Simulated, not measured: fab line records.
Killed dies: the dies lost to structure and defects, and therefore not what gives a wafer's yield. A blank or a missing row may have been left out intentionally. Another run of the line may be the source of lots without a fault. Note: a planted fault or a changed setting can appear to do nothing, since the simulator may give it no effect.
A lot that was struck, set against a sound lot :: flow gf180mcu :: 18 out of 602 route steps
Sound: wafers L590.1, L590.5, L590.6. The struck wafers were L600.3, L600.4, L600.5. The cause is named last.
Each step with rows lists, per side, the tool, then ch with its chambers, then its first start. Under that, the readings that differ: sound wafers :: struck wafers :: difference of the means :: sigmas: that difference in standard deviations of wafers without a fault.
alike: words and numbers the same on both sides, and readings whose means are apart by under 2 such deviations; not compared: readings that were withheld, readings missing a value for some wafer, numbers with overlapping values and no deviation given by the record, and bounds like >300 which may hide the same value.
A row with sigmas, a row that says differs or no value, or rows on one side alone: a step with any of these is where the two part. Numbers that don't overlap but have no deviation are shown without sigmas and don't part them. Lack of a reading on every wafer of one side parts them only where that side has two or more wafers.

first, 3 steps without rows for these wafers: GF_V2_EXPOSE_11 (exposes mask Via2, target cd 260 nm); GF_V2_PEB_12 (peb time 90 s); GF_V2_DEVELOP_13 (develop time 60 s).
GF_V2_CD_MEAS_14: the cd target is 260 nm.
  struck on cd sem-02, day 26 16:06; sound on cd sem-02, day 23 09:27
  alike: cd nm
GF_V2_OVL_MEAS_15:
  struck on overlay-01, day 26 16:11; sound on overlay-01, day 23 09:34
  alike: V2_OVL
GF_V2_ETCH_16: etches BARC in N2/H2.
  sound on rie diel-03 ch 1,2,3, day 23 09:36; struck on rie diel-01 ch 0,2, day 26 16:13
  alike: drypump motor current A, oes product au, rf fwd power W, throttle valve pct
GF_V2_ETCH_17: etches SiO2 in C4F8/O2/Ar, stops on TiN, target depth 630 nm.
  sound on rie diel-03 ch 1,2,3; struck on rie diel-01 ch 0,2
  alike: oes product au, rf fwd power W
GF_V2_STRIP_18: strips in O2/N2.
  sound on plasma asher-03 ch 0,1, day 23 09:44; struck on plasma asher-03 ch 0,1, day 26 16:23
  alike: drypump motor current A, heater power w, oes product au
  not compared: rf hours counter h
then, 2 steps without rows for these wafers: GF_V2_STRIP_19 (strips in post etch residue remover, time 1200 s); GF_V2_CLEAN_20 (cleans in DIW).
GF_V2_SPUTTER_21: material Ti, target thk 15 nm, time 80.02 s.
  struck on pvd sputter-02, day 26 16:56; sound on pvd sputter-01, day 23 10:16
  alike: throttle valve pct
then, 1 step without rows for these wafers: GF_V2_SPUTTER_22 (material TiN, target thk 10 nm, time 40 s).
GF_V2_CVD_23: deposits W, target thk 350 nm, time 104.94 s.
  sound on cvd w-01 ch 0, day 23 10:22; struck on cvd w-02 ch 0,1, day 26 17:05
reading: model.W_of_V2_CVD_23.thk nm (nm)
sound: 350.3 349.7 342.6
struck: 307.2 306 303.3
difference: -42.0
sigmas: 
  alike: heater power outer w, heater power w
GF_V2_RS_MEAS_24: the measuring method here is four-point-probe.
  struck on film metro-03, day 26 17:12; sound on film metro-02, day 23 10:36
reading: V2_W_RS (ohm/sq)
sound: 0.327 0.327 0.335
struck: 0.373 0.374 0.378
difference: +0.045
sigmas: +14
GF_V2_THK_MEAS_25: measures by xrf.
  struck on film metro-03, day 26 17:18; sound on film metro-02, day 23 10:43
reading: V2_W_THK (nm)
sound: 366 365 354
struck: 317 317 312
difference: -46
sigmas: -7
GF_V2_CMP_26: polishes, stops on SiO2, t overpolish 15 s, target thk 0 nm.
  sound on cmp-02 ch 0,1,2, day 23 10:56; struck on cmp-01 ch 1,2,3, day 26 17:26
  alike: motor current A, time to endpoint s
GF_M3_SPUTTER_00: material Ti, target thk 37.5 nm, time 150 s.
  struck on pvd sputter-01, day 26 17:38; sound on pvd sputter-01, day 23 11:05
  alike: throttle valve pct
GF_PASSIVATION_PROBE_99:
  sound wafers here have rows in the record (prober-02, day 31 12:03); struck ones have none

## WHERE THEY PART
Last at GF_PASSIVATION_PROBE_99 as far as this record goes, first at GF_V2_RS_MEAS_24.

WHY: the cause the simulator had injected
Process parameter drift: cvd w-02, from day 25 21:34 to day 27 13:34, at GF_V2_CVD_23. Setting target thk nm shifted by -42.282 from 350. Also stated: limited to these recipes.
